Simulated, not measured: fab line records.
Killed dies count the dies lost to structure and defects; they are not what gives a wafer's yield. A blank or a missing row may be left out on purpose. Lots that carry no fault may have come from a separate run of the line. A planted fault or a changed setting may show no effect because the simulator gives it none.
The tool behind it: which one?	flow sky130	13 lots with 39 wafers sampled at 2 steps, on a route of 708 steps

== WHAT EACH GAUGE READ, for each wafer ==
SKY_LI_CONTACT_OVL_MEAS_13.
lot	measured	on	LI_CONTACT_OVL (nm)
L183	day 29 06:23	overlay-02	-2 4 -2
L185	day 30 15:59	overlay-02	-9 -5 -6
L187	day 31 10:44	overlay-01	-17 -13 -10
L188	day 31 14:05	overlay-02	-6 -5 -8
L190	day 32 12:49	overlay-01	1 12 3
L191	day 32 18:50	overlay-01	-1 0 0
L192	day 32 21:31	overlay-02	3 -5 -13
L198	day 34 11:44	overlay-02	-3 6 -7
L200	day 35 02:32	overlay-02	-4 -4 -2
L202	day 35 22:10	overlay-01	-6 -5 -1
L203	day 36 06:10	overlay-02	6 -5 -5
L204	day 36 12:02	overlay-01	-9 1 -3
L205	day 36 23:56	overlay-01	-1 -6 0

SKY_LI_CONTACT_RS_MEAS_22: measures by four-point-probe.
lot	measured	on	LI_CONTACT_W_RS (ohm/sq)
L183	day 29 07:09	filmMetro-04	0.274 0.289 0.277
L185	day 30 16:43	filmMetro-02	0.277 0.288 0.287
L187	day 31 11:27	filmMetro-04	0.275 0.278 0.287
L188	day 31 14:48	filmMetro-04	0.286 0.284 0.284
L190	day 32 13:32	filmMetro-03	0.283 0.276 0.288
L191	day 32 19:34	filmMetro-03	0.284 0.275 0.273
L192	day 32 22:17	filmMetro-04	0.287 0.274 0.273
L198	day 34 12:28	filmMetro-04	0.273 0.290 0.273
L200	day 35 03:15	filmMetro-03	0.280 0.280 0.288
L202	day 35 22:55	filmMetro-03	0.286 0.277 0.286
L203	day 36 06:53	filmMetro-03	0.287 0.277 0.277
L204	day 36 12:47	filmMetro-02	0.283 0.293 0.285
L205	day 37 00:42	filmMetro-04	0.289 0.279 0.287

== TOOL THAT RAN EACH LOT (tool first, then ch and the chambers of the sampled wafers, then the start) ==
No process step before these readings appears in the record.

== AS READ BY THE TOOLS THEMSELVES (means over the sampled wafers that have a number; for cases with no such wafer, the mark the record gives instead) ==
The record holds no such reading with a usual standard deviation.

== THE ANSWER, worked out from the rows above alone ==
Rule: the usual values come from the lots themselves. The widest of any qualifying gaps counts: lots, ordered by their means at a reading, are off when they make up no more than a third of the lots, leave a main group of 4 or more, and stand apart from it by 3 or more times the standard deviation of that group's means. A main group is skipped when, at the precision printed for the reading in the tables above, its means are all equal. A lot without any number at a reading at which 4 lots or more have one is off too. The other lots that the step has rows for count as sound. Order of review: gauges by route order, followed by the tools' own readings, for which a lot's mean as printed above is used. The first step at which some lot is off is used, and at that step the reading that is off furthest; a lot without a number counts as furthest.
None of the lots is off at any reading shown; this tells nothing.

== WHAT THE SIMULATOR HAD INSERTED ==
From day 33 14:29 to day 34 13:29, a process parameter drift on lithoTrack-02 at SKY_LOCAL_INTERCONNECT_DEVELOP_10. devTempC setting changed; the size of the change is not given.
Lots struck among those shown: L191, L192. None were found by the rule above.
